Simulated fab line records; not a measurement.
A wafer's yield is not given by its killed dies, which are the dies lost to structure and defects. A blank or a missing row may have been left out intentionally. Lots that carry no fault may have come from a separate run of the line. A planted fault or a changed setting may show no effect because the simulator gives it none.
Problem report, 8D (eight disciplines) form, completed by code ; flow gf180mcu ; the parts of the form that need people (team, actions taken, sign-off) are left out

## 1. PROBLEM STATEMENT
chamber_pressure_mTorr at GF_VT_IMPLANT_STRIP_31 reads a mean of 1200.8 mTorr on 6 wafers of 2 lots; wafers without a fault read 1500.1 mTorr with a standard deviation of 1.4. That is -99 or more standard deviations from the usual mean.
The step: strips in O2/N2.
First seen on wafer L356.1, day 9 13:44, on plasma_asher-02. At this step, 42 wafers from 14 lots have a number in the record. The rule behind "out" and "out of limits": a value lying over 4 standard deviations away from the usual mean. All remaining wafers that have a number are taken as sound.

## 2. WHAT THIS IS AND IS NOT
question;is;is not
which readings at this step;chamber_pressure_mTorr, oes_product_au, strip_time_to_endpoint_s;drypump_motor_current_A, heater_power_w
which lots;L356, L358;L346, L348, L349, L352, L353, L354, L359, L364, L366, L367, L368, L369
which wafers of those lots;all that have a number;-
read on which tools;plasma_asher-02;plasma_asher-01, plasma_asher-04
when;from day 9 13:44;"up to then (18 sound wafers); but 18 sound wafers of L359, L364, L366, L367, L368, L369 came after"

## 3. WHAT RULES OUT EACH SUSPECT
Counting: any tool at a process step up to the reading is kept as a suspect provided that every lot that is out went through it and no sound lot did after the first of them.
- plasma_asher-02 at GF_VT_IMPLANT_STRIP_31 (strips in O2/N2): kept. All lots that are out passed through it, beginning with L356 at day 9 13:44, and no sound lot followed; its final sound lot before that point was L354 at day 9 00:50. Its own chamber_pressure_mTorr, oes_product_au, strip_time_to_endpoint_s readings are out on those wafers.
Remaining after the count: plasma_asher-02 at GF_VT_IMPLANT_STRIP_31.

## 4. THE CAUSE (what the simulator had put in)
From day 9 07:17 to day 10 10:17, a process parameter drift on plasma_asher-02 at GF_VT_IMPLANT_STRIP_31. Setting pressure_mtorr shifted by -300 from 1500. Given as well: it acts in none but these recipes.
The count eliminated every tool but this one.

## 5. THE EFFECT CHAIN, in route order
Each row: a reading whose mean over the struck wafers that have a number lies more than 3 standard deviations from the usual. Only readings for which the record gives a usual standard deviation are gone through. hours: the time from each lot's start at the first step in this table that gives one to its start at this step, as a median over the lots. sigmas: the change in usual standard deviations.
hours;step;reading;usual;on struck wafers;change;sigmas
0;GF_VT_IMPLANT_STRIP_31;chamber_pressure_mTorr;1500.1 mTorr;1200.8;-299.3;-99 or more
0;GF_VT_IMPLANT_STRIP_31;oes_product_au;0.716 a.u.;0.677;-0.039;-9.7
0;GF_VT_IMPLANT_STRIP_31;strip_time_to_endpoint_s;12.63 s;13.60;+0.97;+29
Its process steps:
- GF_VT_IMPLANT_STRIP_31: strips in O2/N2.
Later measuring or inspecting steps at which every struck wafer that the step has a row for has a number for every such reading, and none has moved that far: GF_M2_CD_MEAS_14, GF_V2_THK_MEAS_03.

## 6. HOW IT WOULD HAVE BEEN CAUGHT EARLIER
In this record the first reading out of limits was taken at day 9 13:44, 6 hours after the fault began at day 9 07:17.
